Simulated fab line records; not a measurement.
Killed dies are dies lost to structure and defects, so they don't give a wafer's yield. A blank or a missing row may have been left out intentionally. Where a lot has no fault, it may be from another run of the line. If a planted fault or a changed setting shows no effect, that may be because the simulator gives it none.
The same fault as seen by 2 desks || flow sky130 || only its own numbers are on each desk; what lay behind them is given at the end

## AT THE METROLOGY DESK
Means of the sampled wafers that have a number, per lot and without regard to the tool the lot ran on: this is what the gauges read. Marked OUT: a lot whose mean sits more than 4 standard deviations from the usual mean, which makes it out of limits; the brackets give that distance.
Columns: A = VIA3_BOW at SKY_VIA3_BOW_MEAS_03, usual 81 um; B = cd nm at SKY_VIA3_CD_MEAS_12, usual 200.2 nm; C = VIA3_OVL at SKY_VIA3_OVL_MEAS_13, usual 6 nm
{"lot": "L791", "first seen here": "day 38 03:02", "A": 80, "B": 201.4, "C": 4}
{"lot": "L792", "first seen here": "day 38 11:06", "A": 79, "B": 200.7, "C": 7}
{"lot": "L794", "first seen here": "day 39 03:18", "A": 79, "B": 201.7, "C": 1}
{"lot": "L796", "first seen here": "day 40 12:09", "A": 89, "B": 200.9, "C": 5}
{"lot": "L797", "first seen here": "day 40 16:28", "A": 83, "B": 199.8, "C": -1}
{"lot": "L800", "first seen here": "day 41 06:20", "A": 84, "B": 198.7, "C": 6}
{"lot": "L802", "first seen here": "day 42 00:43", "A": 85, "B": 201.3, "C": 9}
{"lot": "L803", "first seen here": "day 42 03:16", "A": 90, "B": 200.9, "C": 0}
{"lot": "L805", "first seen here": "day 42 12:55", "A": 68, "B": 201.2, "C": 8}
{"lot": "L810", "first seen here": "day 44 08:25", "A": 80, "B": 201.1, "C": 2}
{"lot": "L814", "first seen here": "day 45 02:03", "A": 80, "B": 199.5, "C": 10}
{"lot": "L813", "first seen here": "day 45 02:42", "A": 76, "B": 199.9, "C": 8}
This desk's verdict: no lot among the 12 shows anything out of limits.

## TOOL OWNER'S DESK, rie diel-04
The tool's own readings at SKY_VIA3_ETCH_14 (etches BARC in N2/H2, stops on SiO2, time 45.9 s, target depth 60 nm): means of the sampled wafers that have a number, for each lot that ran on this tool. Marked OUT: a lot whose mean sits more than 4 standard deviations from the usual mean, which makes it out of limits; the brackets give that distance.
Columns: A = drypump motor current A at SKY_VIA3_ETCH_14, usual 5.7 A; B = oes product au at SKY_VIA3_ETCH_14, usual 0.855 a.u.; C = rf fwd power W at SKY_VIA3_ETCH_14, usual 495.3 W; D = run length s at SKY_VIA3_ETCH_14, usual 74.1 s; E = throttle valve pct at SKY_VIA3_ETCH_14, usual 13.225 %
{"lot": "L791", "first seen here": "day 39 04:27", "A": 5.3, "B": 0.850, "C": 494.3, "D": 74.1, "E": 13.224}
{"lot": "L792", "first seen here": "day 39 12:23", "A": 5.3, "B": 0.853, "C": 495.1, "D": 74.4, "E": 13.225}
{"lot": "L794", "first seen here": "day 40 04:48", "A": 6.1, "B": 0.852, "C": 493.5, "D": 74.2, "E": 13.230}
{"lot": "L796", "first seen here": "day 41 12:03", "A": 5.7, "B": 0.856, "C": 497.4, "D": 74.3, "E": 13.225}
{"lot": "L797", "first seen here": "day 41 16:28", "A": 6.1, "B": 0.852, "C": 494.4, "D": 74.4, "E": 13.229}
{"lot": "L800", "first seen here": "day 42 05:34", "A": 6.3, "B": "0.936 (+17) OUT", "C": "-", "D": "70.1 (-10) OUT", "E": 13.228}
{"lot": "L802", "first seen here": "day 43 00:03", "A": 5.8, "B": "0.937 (+17) OUT", "C": "-", "D": "69.8 (-11) OUT", "E": 13.236}
{"lot": "L805", "first seen here": "day 43 12:41", "A": 6.2, "B": "0.939 (+18) OUT", "C": "-", "D": "69.9 (-11) OUT", "E": 13.238}
{"lot": "L814", "first seen here": "day 45 23:18", "A": 5.8, "B": 0.861, "C": 495.4, "D": 74.2, "E": 13.234}
This desk's verdict: out of limits on L800, L802, L805, starting with L800 at day 42 05:34 (oes product au at SKY_VIA3_ETCH_14). Within limits: L791, L792, L794, L796, L797, L814.

## BROUGHT TOGETHER
The tool owner's desk could have raised an alarm at day 42 05:34, on L800, L802, L805.
At the metrology desk, nothing out of limits was observed.
The metrology desk holds a record of L800, L802, L805, inside its limits.
SKY_VIA3_ETCH_14 was run on rie diel-04 by each of the lots named.

## WHAT THE SIMULATOR HAD PUT IN
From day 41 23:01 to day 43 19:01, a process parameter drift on rie diel-04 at SKY_VIA3_ETCH_14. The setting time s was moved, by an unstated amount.
Lots struck among those shown: L800, L802, L805.
Delay in hours, fault start to first out-of-limits reading, by desk: the tool owner's desk at 7.
